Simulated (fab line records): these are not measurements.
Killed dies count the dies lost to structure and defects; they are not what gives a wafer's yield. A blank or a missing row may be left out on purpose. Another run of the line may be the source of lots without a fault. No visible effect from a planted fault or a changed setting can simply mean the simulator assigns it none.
Which of the tools did it? :: flow sky130 :: 11 lots, 32 wafers sampled, at 5 steps of a route of 708

== WHAT THE GAUGES READ, wafer by wafer ==
SKY_VIA2_BOW_MEAS_03.
lot: L887
measured: day 35 04:36
on: film_metro-01
VIA2_BOW (um): 79 81 78

lot: L888
measured: day 36 00:53
on: film_metro-02
VIA2_BOW (um): 74 80 83

lot: L889
measured: day 36 07:24
on: film_metro-01
VIA2_BOW (um): 91 93 86

lot: L890
measured: day 36 13:11
on: film_metro-01
VIA2_BOW (um): 71 91 97

lot: L891
measured: day 37 15:18
on: film_metro-01
VIA2_BOW (um): 78 70 80

lot: L897
measured: day 38 12:04
on: film_metro-01
VIA2_BOW (um): 80 93

lot: L902
measured: day 40 03:13
on: film_metro-02
VIA2_BOW (um): 98 83 80

lot: L904
measured: day 40 18:24
on: film_metro-01
VIA2_BOW (um): 99 93 82

lot: L906
measured: day 41 08:29
on: film_metro-04
VIA2_BOW (um): 92 86 92

lot: L909
measured: day 42 04:50
on: film_metro-04
VIA2_BOW (um): 91 89 102

lot: L910
measured: day 42 05:34
on: film_metro-02
VIA2_BOW (um): 94 95 76

SKY_CAPM_THK_MEAS_01.
lot: L887
measured: day 36 09:02
on: film_metro-04
CAPM_CVD_00_THK (nm): 15.37 15.27 15.00

lot: L888
measured: day 37 05:24
on: film_metro-03
CAPM_CVD_00_THK (nm): 15.62 15.63 15.92

lot: L889
measured: day 37 11:58
on: film_metro-04
CAPM_CVD_00_THK (nm): 15.09 15.43 15.57

lot: L890
measured: day 37 17:04
on: film_metro-04
CAPM_CVD_00_THK (nm): 15.25 15.52 15.74

lot: L891
measured: day 38 18:43
on: film_metro-03
CAPM_CVD_00_THK (nm): 25.60 25.63 15.60

lot: L897
measured: day 39 15:24
on: film_metro-04
CAPM_CVD_00_THK (nm): 25.57 15.59

lot: L902
measured: day 41 04:30
on: film_metro-04
CAPM_CVD_00_THK (nm): 15.32 15.63 15.45

lot: L904
measured: day 41 20:19
on: film_metro-03
CAPM_CVD_00_THK (nm): 15.43 15.63 15.61

lot: L906
measured: day 42 10:30
on: film_metro-01
CAPM_CVD_00_THK (nm): 15.51 15.26 15.33

lot: L909
measured: day 43 06:02
on: film_metro-04
CAPM_CVD_00_THK (nm): 15.69 15.45 15.75

lot: L910
measured: day 43 07:23
on: film_metro-03
CAPM_CVD_00_THK (nm): 15.31 15.34 15.56

== WHAT TOOL EACH LOT RAN ON (gives the tool, then ch and the chambers of the sampled wafers, and finally the start) ==
lot: L887
SKY_VIA1_SPUTTER_20: pvd_sputter-04, day 34 00:07
SKY_METAL2_SPUTTER_00: pvd_sputter-02, day 34 00:44
SKY_CAPM_CVD_00: pecvd-04 ch 0,1,2, day 36 09:01

lot: L888
SKY_VIA1_SPUTTER_20: pvd_sputter-02, day 34 19:27
SKY_METAL2_SPUTTER_00: pvd_sputter-03, day 34 20:05
SKY_CAPM_CVD_00: pecvd-03 ch 0,1,2, day 37 05:23

lot: L889
SKY_VIA1_SPUTTER_20: pvd_sputter-04, day 35 01:53
SKY_METAL2_SPUTTER_00: pvd_sputter-02, day 35 02:31
SKY_CAPM_CVD_00: pecvd-01 ch 1,2, day 37 11:56

lot: L890
SKY_VIA1_SPUTTER_20: pvd_sputter-02, day 35 08:45
SKY_METAL2_SPUTTER_00: pvd_sputter-03, day 35 09:23
SKY_CAPM_CVD_00: pecvd-03 ch 0,1,2, day 37 17:02

lot: L891
SKY_VIA1_SPUTTER_20: pvd_sputter-01, day 36 10:59
SKY_METAL2_SPUTTER_00: pvd_sputter-04, day 36 11:37
SKY_CAPM_CVD_00: pecvd-03 ch 0,1, day 38 18:41

lot: L897
SKY_VIA1_SPUTTER_20: pvd_sputter-02, day 37 07:56
SKY_METAL2_SPUTTER_00: pvd_sputter-03, day 37 08:34
SKY_CAPM_CVD_00: pecvd-03 ch 0,1, day 39 15:22

lot: L902
SKY_VIA1_SPUTTER_20: pvd_sputter-01, day 39 00:08
SKY_METAL2_SPUTTER_00: pvd_sputter-02, day 39 00:46
SKY_CAPM_CVD_00: pecvd-01 ch 0,2, day 41 04:28

lot: L904
SKY_VIA1_SPUTTER_20: pvd_sputter-02, day 39 16:05
SKY_METAL2_SPUTTER_00: pvd_sputter-02, day 39 16:43
SKY_CAPM_CVD_00: pecvd-01 ch 0,1,2, day 41 20:17

lot: L906
SKY_VIA1_SPUTTER_20: pvd_sputter-02, day 40 05:50
SKY_METAL2_SPUTTER_00: pvd_sputter-03, day 40 06:29
SKY_CAPM_CVD_00: pecvd-03 ch 0,1,2, day 42 10:29

lot: L909
SKY_VIA1_SPUTTER_20: pvd_sputter-02, day 41 02:04
SKY_METAL2_SPUTTER_00: pvd_sputter-03, day 41 02:43
SKY_CAPM_CVD_00: pecvd-01 ch 1,2, day 43 06:01

lot: L910
SKY_VIA1_SPUTTER_20: pvd_sputter-01, day 41 03:23
SKY_METAL2_SPUTTER_00: pvd_sputter-04, day 41 04:01
SKY_CAPM_CVD_00: pecvd-03 ch 0,2, day 43 07:20
- SKY_VIA1_SPUTTER_20: material TiN, target thk 20 nm, time 80 s.
- SKY_METAL2_SPUTTER_00: material Ti, target thk 15 nm, time 10 s.
- SKY_CAPM_CVD_00: deposits SiO2, target thk 15.5 nm.

== WHAT THE TOOLS THEMSELVES READ (means of the sampled wafers that have a number; where no wafer has one, the mark that the record gives instead) ==
SKY_VIA1_SPUTTER_20.
lot: L887
tool: pvd_sputter-04
cathode_dc_power_W (W): 4000.4
throttle_valve_pct (%): 29.7

lot: L888
tool: pvd_sputter-02
cathode_dc_power_W (W): 4000.7
throttle_valve_pct (%): 28.8

lot: L889
tool: pvd_sputter-04
cathode_dc_power_W (W): 4000.0
throttle_valve_pct (%): 29.4

lot: L890
tool: pvd_sputter-02
cathode_dc_power_W (W): 4000.2
throttle_valve_pct (%): 29.6

lot: L891
tool: pvd_sputter-01
cathode_dc_power_W (W): 4000.4
throttle_valve_pct (%): 30.9

lot: L897
tool: pvd_sputter-02
cathode_dc_power_W (W): 4000.4
throttle_valve_pct (%): 29.0

lot: L902
tool: pvd_sputter-01
cathode_dc_power_W (W): 4000.3
throttle_valve_pct (%): 30.5

lot: L904
tool: pvd_sputter-02
cathode_dc_power_W (W): 4000.2
throttle_valve_pct (%): 29.0

lot: L906
tool: pvd_sputter-02
cathode_dc_power_W (W): 3999.3
throttle_valve_pct (%): 29.5

lot: L909
tool: pvd_sputter-02
cathode_dc_power_W (W): 3999.6
throttle_valve_pct (%): 29.5

lot: L910
tool: pvd_sputter-01
cathode_dc_power_W (W): 3999.7
throttle_valve_pct (%): 30.9

SKY_METAL2_SPUTTER_00.
lot: L887
tool: pvd_sputter-02
cathode_dc_power_W (W): 2999.8
throttle_valve_pct (%): 29.3

lot: L888
tool: pvd_sputter-03
cathode_dc_power_W (W): 3000.7
throttle_valve_pct (%): 29.5

lot: L889
tool: pvd_sputter-02
cathode_dc_power_W (W): 3000.4
throttle_valve_pct (%): 29.2

lot: L890
tool: pvd_sputter-03
cathode_dc_power_W (W): 2999.7
throttle_valve_pct (%): 29.6

lot: L891
tool: pvd_sputter-04
cathode_dc_power_W (W): 2999.7
throttle_valve_pct (%): 28.1

lot: L897
tool: pvd_sputter-03
cathode_dc_power_W (W): 3000.6
throttle_valve_pct (%): 29.2

lot: L902
tool: pvd_sputter-02
cathode_dc_power_W (W): 3000.3
throttle_valve_pct (%): 29.3

lot: L904
tool: pvd_sputter-02
cathode_dc_power_W (W): 2999.5
throttle_valve_pct (%): 30.1

lot: L906
tool: pvd_sputter-03
cathode_dc_power_W (W): 2999.9
throttle_valve_pct (%): 29.3

lot: L909
tool: pvd_sputter-03
cathode_dc_power_W (W): 3000.2
throttle_valve_pct (%): 29.2

lot: L910
tool: pvd_sputter-04
cathode_dc_power_W (W): 3000.1
throttle_valve_pct (%): 29.8

SKY_CAPM_CVD_00.
lot: L887
tool: pecvd-04
heater_power_w (W): 678
rf_fwd_power_W (W): 439.3

lot: L888
tool: pecvd-03
heater_power_w (W): 645
rf_fwd_power_W (W): 439.8

lot: L889
tool: pecvd-01
heater_power_w (W): 832
rf_fwd_power_W (W): 440.6

lot: L890
tool: pecvd-03
heater_power_w (W): 657
rf_fwd_power_W (W): 440.0

lot: L891
tool: pecvd-03
heater_power_w (W): 622
rf_fwd_power_W (W): 439.6

lot: L897
tool: pecvd-03
heater_power_w (W): 658
rf_fwd_power_W (W): 439.1

lot: L902
tool: pecvd-01
heater_power_w (W): 830
rf_fwd_power_W (W): 442.2

lot: L904
tool: pecvd-01
heater_power_w (W): 816
rf_fwd_power_W (W): 440.2

lot: L906
tool: pecvd-03
heater_power_w (W): 697
rf_fwd_power_W (W): 439.8

lot: L909
tool: pecvd-01
heater_power_w (W): 791
rf_fwd_power_W (W): 440.4

lot: L910
tool: pecvd-03
heater_power_w (W): 710
rf_fwd_power_W (W): 439.7

== THE ANSWER, worked out from the rows above alone ==
Rule: the lots themselves supply what counts as usual. The widest of any qualifying gaps counts: lots, ordered by their means at a reading, are off when they make up no more than a third of the lots, leave a main group of 4 or more, and stand apart from it by 3 or more times the standard deviation of that group's means. The tables above print the reading to a certain number of digits; a main group whose means all agree to those digits is not used. Also off: a lot with no number at a reading for which 4 or more lots have one. The other lots that the step has rows for count as sound. First the gauges in route order, then the tools' own readings, where a lot's mean is used as printed above. The first step at which some lot is off is used, and at that step the reading that is off furthest; a lot without a number counts as furthest.
Off: at SKY_CAPM_THK_MEAS_01 (CAPM_CVD_00_THK), L891, L897. For the main group the mean is 15.47 nm and the standard deviation 0.15.
A tool fits if, at a process step before that reading, it ran every lot that is off, and no sound lot after the first of them. Those tools and the gauges at SKY_CAPM_THK_MEAS_01 are tried in the same way. No candidate that was tried fits.

== WHAT WAS PUT IN BY THE SIMULATOR ==
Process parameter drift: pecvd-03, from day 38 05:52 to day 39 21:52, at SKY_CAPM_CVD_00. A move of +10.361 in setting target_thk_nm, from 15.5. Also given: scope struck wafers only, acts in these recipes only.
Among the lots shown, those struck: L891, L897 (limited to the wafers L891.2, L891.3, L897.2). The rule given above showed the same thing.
